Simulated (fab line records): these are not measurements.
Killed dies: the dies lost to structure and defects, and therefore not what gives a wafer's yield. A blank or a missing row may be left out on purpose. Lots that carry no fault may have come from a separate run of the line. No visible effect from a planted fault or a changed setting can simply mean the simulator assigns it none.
A single fault, viewed from 2 desks + flow sky130 + every desk sees just its own numbers, and what lay behind them comes last

## METROLOGY DESK
What the gauges read, lot by lot, whatever tool the lot ran on: means of the sampled wafers that have a number. A lot is out of limits, marked OUT, if its mean lies more than 4 standard deviations from the usual mean; the brackets give that distance.
Columns: A = SD_N_RS at SKY_SD_N_RS_MEAS_16, usual 68.56 ohm/sq; B = SD_P_RS at SKY_SD_N_RS_MEAS_17, usual 147.0 ohm/sq; C = METAL1_OVL at SKY_METAL1_OVL_MEAS_16, usual -2 nm
| lot  | first seen here | A               | B               | C   |
|------|-----------------|-----------------|-----------------|-----|
| L899 | day 29 16:23    | 68.60           | 146.9           | -8  |
| L900 | day 29 19:43    | 68.51           | 146.8           | 3   |
| L901 | day 30 15:53    | 68.48           | 146.7           | -8  |
| L902 | day 30 18:30    | 68.62           | 147.2           | 6   |
| L904 | day 31 07:07    | 68.60           | 146.7           | -0  |
| L906 | day 31 22:18    | 68.73           | 147.1           | -2  |
| L908 | day 32 11:32    | 71.18 (+24) OUT | 161.7 (+36) OUT | -4  |
| L911 | day 33 19:37    | 71.20 (+24) OUT | 162.2 (+37) OUT | -6  |
| L916 | day 35 17:01    | 68.49           | 146.8           | -13 |
| L918 | day 35 21:25    | 68.58           | 147.6           | 3   |
| L919 | day 36 05:41    | 68.56           | 147.1           | -3  |
This desk's finding: out of limits on L908, L911; first on L908, day 32 11:32 (SD_N_RS at SKY_SD_N_RS_MEAS_16). In limits: L899, L900, L901, L902, L904, L906, L916, L918, L919.

## DESK OF THE TOOL OWNER: rtp-anneal-02
At SKY_SD_N_RTA_14 (time 2 s), the tool's own readings, given per lot that ran on this tool as the mean of the sampled wafers with a number. A lot is out of limits, marked OUT, if its mean lies more than 4 standard deviations from the usual mean; the brackets give that distance.
Columns: A = lamp-power-pct at SKY_SD_N_RTA_14, usual 15.74 %; B = ramp-up-c-per-s at SKY_SD_N_RTA_14, usual 150.00; C = wafer_temp_C_max at SKY_SD_N_RTA_14, usual 1078.0
| lot  | first seen here | A                | B      | C      |
|------|-----------------|------------------|--------|--------|
| L899 | day 29 16:13    | 15.74            | 150.01 | 1078.9 |
| L901 | day 30 15:43    | 15.69            | 150.01 | 1077.8 |
| L902 | day 30 18:19    | 15.74            | 149.99 | 1078.8 |
| L904 | day 31 06:56    | 15.76            | 150.01 | 1076.9 |
| L906 | day 31 22:07    | 15.73            | 149.97 | 1077.5 |
| L908 | day 32 11:20    | 15.18 (-9.6) OUT | 150.00 | 1078.0 |
| L911 | day 33 19:25    | 15.09 (-11) OUT  | 150.01 | 1077.0 |
This desk finds L908, L911 out of limits, L908 being first, at day 32 11:20 (lamp-power-pct at SKY_SD_N_RTA_14). In limits: L899, L901, L902, L904, L906.

## PUT TOGETHER
The tool owner's desk had the chance to raise an alarm at day 32 11:20 on L908, L911.
An alarm was possible from the metrology desk at day 32 11:32, on L908, L911.
Of the lots named, all ran SKY_SD_N_RTA_14 on rtp-anneal-02.

## WHAT HAD BEEN PUT IN BY THE SIMULATOR
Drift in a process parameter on rtp-anneal-02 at SKY_SD_N_RTA_14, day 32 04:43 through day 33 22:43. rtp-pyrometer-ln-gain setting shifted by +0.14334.
Lots struck among those shown: L908, L911.
Hours from the fault's start to each desk's first reading out of limits: the tool owner's desk, 7; the metrology desk, 7.
